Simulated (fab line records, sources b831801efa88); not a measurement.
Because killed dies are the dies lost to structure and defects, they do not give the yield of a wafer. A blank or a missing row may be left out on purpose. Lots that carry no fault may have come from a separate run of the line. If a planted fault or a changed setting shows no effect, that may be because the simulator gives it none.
Which tool was responsible? | flow sfq_line | 7 lots, 21 wafers sampled, at 1 step of a route of 325

## WHAT THE GAUGES SHOWED, per wafer
SFQ_INCOMING_BOW_MEAS_900.
lot  | measured    | on            | INCOMING_BOW (um)
L412 | day 1 20:00 | film_metro-02 | 10 2 -1
L415 | day 2 11:00 | film_metro-03 | -5 -9 -2
L423 | day 4 03:02 | film_metro-01 | 2 -12 0
L425 | day 4 13:01 | film_metro-03 | 5 2 -1
L427 | day 4 23:02 | film_metro-03 | -2 2 -2
L430 | day 5 14:02 | film_metro-02 | 13 9 3
L433 | day 6 05:00 | film_metro-02 | -4 -10 5

## EACH LOT AND THE TOOL THAT RAN IT (in order: tool; ch and the chambers of the sampled wafers; start)
Before these readings, the record contains no process step.

## THE ANSWER, worked out from the rows above alone
Rule: the lots themselves supply what counts as usual. Put in order of their means at a reading, lots are off if they are a third of the lots or fewer, leave a main group of 4 or more, and stand apart from it by a gap of 3 or more times the standard deviation of the main group's means; of several such gaps the widest counts. Not used: any main group whose means are identical at the precision the tables above print for the reading. A lot without any number at a reading at which 4 lots or more have one is off too. All remaining lots with rows at the step are treated as sound.
No lot is off at any reading shown: from this, nothing can be told.

## WHAT THE SIMULATOR HAD PUT IN
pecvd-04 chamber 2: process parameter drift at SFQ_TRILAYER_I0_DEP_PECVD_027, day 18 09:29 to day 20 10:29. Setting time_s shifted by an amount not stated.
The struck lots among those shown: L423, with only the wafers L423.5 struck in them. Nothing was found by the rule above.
